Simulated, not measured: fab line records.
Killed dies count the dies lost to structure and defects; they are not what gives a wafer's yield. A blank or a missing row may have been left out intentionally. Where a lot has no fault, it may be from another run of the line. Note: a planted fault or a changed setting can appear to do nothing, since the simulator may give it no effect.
Which tool did it?    flow sky130    12 lots with 33 wafers sampled at 6 steps, on a route of 708 steps

WHAT THE GAUGES SHOWED, per wafer
SKY_FIELD_ISO_THK_MEAS_25.
lot   measured     on             FIELD_ISO_CVD_24_THK (nm)
L779  day 2 12:40  film-metro-04  600 609 603
L781  day 2 21:43  film-metro-04  603 598 597
L782  day 3 06:02  film-metro-02  607 602 602
L784  day 3 13:39  film-metro-02  700 689
L785  day 3 21:07  film-metro-02  697 602
L786  day 4 04:47  film-metro-04  699 592
L794  day 6 01:21  film-metro-04  594 599 593
L796  day 6 13:59  film-metro-04  597 593 604
L797  day 6 13:58  film-metro-02  594 598 592
L798  day 6 23:35  film-metro-04  597 602 598
L801  day 7 15:07  film-metro-04  606 598 598
L800  day 7 15:12  film-metro-03  609 600 601

SKY_VT_ADJUST_HVTP_OVL_MEAS_08.
lot   measured      on          VT_ADJUST_HVTP_OVL (nm)
L779  day 6 05:36   overlay-01  2.1 1.4 0.6
L781  day 6 15:58   overlay-02  3.1 1.6 0.4
L782  day 7 01:26   overlay-02  0.8 1.6 1.6
L784  day 7 12:10   overlay-01  3.4 3.5
L785  day 7 20:29   overlay-01  1.3 1.5
L786  day 8 05:07   overlay-02  -1.5 -0.9
L794  day 11 04:55  overlay-02  1.1 0.9 0.2
L796  day 11 14:31  overlay-02  2.0 2.0 2.2
L797  day 11 15:45  overlay-02  -0.9 -1.6 -1.3
L798  day 12 02:47  overlay-02  1.2 0.7 1.5
L801  day 12 19:36  overlay-01  -1.2 0.6 -0.9
L800  day 12 21:19  overlay-01  1.1 -0.1 0.4

WHAT TOOL EACH LOT RAN ON (gives the tool, then ch and the chambers of the sampled wafers, and finally the start)
lot   SKY_FIELD_ISO_ETCH_15              SKY_FIELD_ISO_CVD_24             SKY_FIELD_ISO_CMP_27          SKY_NWELL_STRIP_14
L779  rie-diel-04 ch 0,1,3, day 2 10:05  hdpcvd-02 ch 0,1, day 2 12:34    cmp-01 ch 0,2,3, day 2 14:51  plasma-asher-02 ch 1, day 4 18:23
L781  rie-diel-04 ch 1,2,3, day 2 19:55  hdpcvd-01 ch 0,1,2, day 2 21:38  cmp-01 ch 0,1,3, day 3 00:31  plasma-asher-01 ch 0,1, day 5 04:58
L782  rie-diel-01 ch 0,1,3, day 3 02:49  hdpcvd-02 ch 0,1,2, day 3 05:58  cmp-01 ch 0,1,3, day 3 07:42  plasma-asher-02 ch 0,1, day 5 14:16
L784  rie-diel-04 ch 1,3, day 3 10:54    hdpcvd-02 ch 0,1, day 3 13:35    cmp-01 ch 1,2, day 3 16:28    plasma-asher-04 ch 0,1, day 5 23:52
L785  rie-diel-03 ch 2,3, day 3 17:56    hdpcvd-02 ch 0, day 3 21:01      cmp-01 ch 0,1, day 3 23:04    plasma-asher-01 ch 0,1, day 6 07:33
L786  rie-diel-01 ch 0,3, day 4 00:44    hdpcvd-02 ch 0, day 4 04:43      cmp-01 ch 0,2, day 4 08:16    plasma-asher-01 ch 0,1, day 6 15:13
L794  rie-diel-04 ch 0,2,3, day 5 16:30  hdpcvd-01 ch 0,1,2, day 6 01:17  cmp-02 ch 0,1,3, day 6 12:40  plasma-asher-04 ch 0,1, day 9 08:04
L796  rie-diel-04 ch 0,1,2, day 6 06:03  hdpcvd-02 ch 0,1, day 6 13:54    cmp-01 ch 0,1,3, day 6 22:15  plasma-asher-02 ch 0,1, day 9 17:08
L797  rie-diel-04 ch 1,2, day 6 11:08    hdpcvd-01 ch 0,1, day 6 13:54    cmp-02 ch 0,2,3, day 6 22:30  plasma-asher-01 ch 0,1, day 9 17:25
L798  rie-diel-03 ch 0,1,2, day 6 16:27  hdpcvd-02 ch 0,1, day 6 23:29    cmp-01 ch 0,2,3, day 7 06:40  plasma-asher-04 ch 0,1, day 10 04:10
L801  rie-diel-01 ch 0,2,3, day 7 07:31  hdpcvd-02 ch 0,1,2, day 7 15:02  cmp-02 ch 1,2,3, day 8 00:30  plasma-asher-01 ch 0,1, day 10 19:31
L800  rie-diel-03 ch 0,2, day 7 07:39    hdpcvd-02 ch 0,1,2, day 7 15:07  cmp-01 ch 1,2,3, day 8 00:27  plasma-asher-04 ch 0,1, day 10 20:42
- SKY_FIELD_ISO_ETCH_15: etches the open film in CHF3/O2, stops on Si, target depth 180 nm, time 72 s.
- SKY_FIELD_ISO_CVD_24: deposits SiO2, target thk 595 nm, time 99.2 s.
- SKY_FIELD_ISO_CMP_27: polishes, stops on Si3N4, t overpolish 16 s, target thk 457.8 nm.
- SKY_NWELL_STRIP_14: strips in O2/N2.

AS READ BY THE TOOLS THEMSELVES (means over the sampled wafers that have a number; for cases with no such wafer, the mark the record gives instead)
SKY_FIELD_ISO_ETCH_15.
lot   tool         drypump-motor-current-A (A)  oes-product-au (a.u.)  throttle-valve-pct (%)
L779  rie-diel-04  5.9                          0.953                  8.840
L781  rie-diel-04  5.6                          0.951                  8.847
L782  rie-diel-01  5.5                          0.949                  8.836
L784  rie-diel-04  5.8                          0.945                  8.845
L785  rie-diel-03  5.1                          0.943                  8.848
L786  rie-diel-01  5.7                          0.946                  8.840
L794  rie-diel-04  5.6                          0.938                  8.844
L796  rie-diel-04  5.8                          0.946                  8.850
L797  rie-diel-04  5.5                          0.944                  8.850
L798  rie-diel-03  6.0                          0.935                  8.849
L801  rie-diel-01  5.4                          0.939                  8.838
L800  rie-diel-03  6.0                          0.947                  8.849

SKY_FIELD_ISO_CMP_27.
lot   tool    motor-current-A (A)  time-to-endpoint-s (s)
L779  cmp-01  12.7                 113
L781  cmp-01  12.2                 113
L782  cmp-01  12.3                 113
L784  cmp-01  12.5                 128
L785  cmp-01  12.6                 127
L786  cmp-01  12.9                 122
L794  cmp-02  12.4                 117
L796  cmp-01  12.4                 111
L797  cmp-02  13.1                 112
L798  cmp-01  12.7                 107
L801  cmp-02  12.9                 115
L800  cmp-01  12.6                 110

SKY_NWELL_STRIP_14.
lot   tool             drypump-motor-current-A (A)  oes-product-au (a.u.)  strip-time-to-endpoint-s (s)
L779  plasma-asher-02  6.1                          0.726                  36.78
L781  plasma-asher-01  6.2                          0.723                  37.04
L782  plasma-asher-02  6.1                          0.722                  36.88
L784  plasma-asher-04  5.8                          0.726                  37.09
L785  plasma-asher-01  6.0                          0.718                  36.96
L786  plasma-asher-01  6.1                          0.726                  36.97
L794  plasma-asher-04  5.7                          0.727                  36.90
L796  plasma-asher-02  6.1                          0.723                  36.90
L797  plasma-asher-01  5.9                          0.728                  36.91
L798  plasma-asher-04  5.8                          0.723                  36.75
L801  plasma-asher-01  6.3                          0.717                  36.86
L800  plasma-asher-04  5.8                          0.721                  36.87

THE ANSWER, worked out from the rows above alone
Rule: the usual values come from the lots themselves. Put in order of their means at a reading, lots are off if they are a third of the lots or fewer, leave a main group of 4 or more, and stand apart from it by a gap of 3 or more times the standard deviation of the main group's means; of several such gaps the widest counts. If all means in a main group match to the digits the tables above print for the reading, that group is not used. A lot without any number at a reading at which 4 lots or more have one is off too. Any other lot the step has rows for is counted as sound. The gauges are gone through in route order, then the tools' own readings, and for those a lot's mean is taken as printed above. At the first step where some lot is off, the reading lying furthest off is the one used; lots without a number count as furthest.
Off: L784, L785, L786, at SKY_FIELD_ISO_THK_MEAS_25 (FIELD_ISO_CVD_24_THK). For the main group the mean is 600 nm and the standard deviation 3.3.
If a tool, at a process step before that reading, ran all the lots that are off and no sound lot after the first of them, it fits. Gauges at SKY_FIELD_ISO_THK_MEAS_25: tried the same way as those tools. Of those tried, none fits.

WHAT THE SIMULATOR HAD INSERTED
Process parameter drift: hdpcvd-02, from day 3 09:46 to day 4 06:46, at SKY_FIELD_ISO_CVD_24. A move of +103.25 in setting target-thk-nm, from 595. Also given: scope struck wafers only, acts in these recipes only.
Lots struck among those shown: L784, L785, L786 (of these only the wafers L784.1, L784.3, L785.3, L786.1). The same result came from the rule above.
